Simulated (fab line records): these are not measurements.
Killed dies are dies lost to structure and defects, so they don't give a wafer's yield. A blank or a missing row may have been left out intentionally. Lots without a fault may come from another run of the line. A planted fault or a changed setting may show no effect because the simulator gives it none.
Struck lot and sound lot, side by side || flow sky130 || 15 out of 708 route steps
Sound: the wafers L178.1, L178.2, L178.5. Wafers struck: L183.2, L183.3, L183.6. The cause comes at the end.
Each step with rows lists, per side, the tool, then ch with its chambers, then its first start. Under that, the readings that differ: sound wafers || struck wafers || difference of the means || sigmas: that difference in standard deviations of wafers without a fault.
alike: readings with means less than 2 such deviations apart, plus words and numbers identical on both sides. not compared: withheld readings, readings lacking a value on some wafer, bounds such as >300 that could conceal the same value, and numbers that have no deviation in the record and whose values overlap.
The two part at a step that has a row with sigmas, a row that says differs or no value, or rows on one side only. Non-overlapping numbers with no deviation appear without sigmas and do not part them. A reading missing from all wafers of one side parts the sides only when that side holds two or more wafers.

SKY_SONOS_ONO_THK_MEAS_05:
  sound: film-metro-04 at day 12 10:32; struck: film-metro-01 at day 14 07:49
  alike: SONOS_ONO_CVD_04_THK
then, 7 steps without rows for these wafers: SKY_SONOS_ONO_DEHYDRATE_06 (time 60 s); SKY_SONOS_ONO_HMDS_07 (prime time 60 s); SKY_SONOS_ONO_COAT_08 (resist thk 1140 nm); SKY_SONOS_ONO_SOFTBAKE_09 (time 60 s); SKY_SONOS_ONO_EXPOSE_10 (exposes mask ONOM, target cd 410 nm); SKY_SONOS_ONO_PEB_11; SKY_SONOS_ONO_DEVELOP_12 (develop time 60 s).
SKY_SONOS_ONO_CD_MEAS_13 targets a cd of 410 nm.
  sound: cd-sem-01 at day 13 11:29; struck: cd-sem-01 at day 15 09:57
  alike: cd-nm
SKY_SONOS_ONO_OVL_MEAS_14:
  sound: overlay-02 at day 13 11:36; struck: overlay-02 at day 15 10:04
  alike: SONOS_ONO_OVL
SKY_SONOS_ONO_ETCH_15: etches the open film in CHF3/O2, target depth 19.52 nm, time 7.8 s.
  sound on rie-diel-01 ch 0,1, day 13 11:38; struck on rie-diel-03 ch 0,1,2, day 15 10:05
  alike: drypump-motor-current-A, oes-product-au, throttle-valve-pct
  not compared: rf-hours-counter-h
then, 1 step without rows for these wafers: SKY_SONOS_ONO_WET_ETCH_16 (etches SiO2 in dHF, target depth 14 nm, time 280 s).
SKY_SONOS_ONO_STRIP_17: strips in O2/N2.
  sound on plasma-asher-01 ch 0,1, day 13 11:45; struck on plasma-asher-02 ch 0,1, day 15 10:12
{"reading": "oes-product-au (a.u.)", "sound": "0.716 0.705 0.705", "struck": "0.891 0.880 0.862", "difference": "+0.169", "sigmas": "+36"}
{"reading": "strip-time-to-endpoint-s (s)", "sound": "14.04 14.02 14.07", "struck": "- - -", "difference": "no value on the struck wafers", "sigmas": ""}
{"reading": "model.NOVOLAK_of_SONOS_ONO_COAT_08.thk-nm (nm)", "sound": "0 0 0", "struck": "711.5 711 711.6", "difference": "+711.4", "sigmas": ""}
  alike: drypump-motor-current-A
  not compared: rf-hours-counter-h
then, 1 step without rows for these wafers: SKY_SONOS_ONO_WET_ETCH_18 (etches Si3N4 in H3PO4, target depth 15 nm, time 172 s).
-- record jumps: 33 days separate the struck wafers' starts on either side; left off in module SONOS_ONO, taken up again in module PAD_OPEN, whose first shown step is the route's number 708 --
SKY_PAD_OPEN_PROBE_99:
  record: rows for the struck wafers here (prober-02, day 48 00:44), none for the sound ones

## WHERE THEY PART
Earliest at SKY_SONOS_ONO_STRIP_17; latest, in this record, at SKY_PAD_OPEN_PROBE_99.

WHY: what the simulator had put in
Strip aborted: plasma-asher-02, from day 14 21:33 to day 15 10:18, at SKY_SONOS_ONO_STRIP_17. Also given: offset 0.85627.
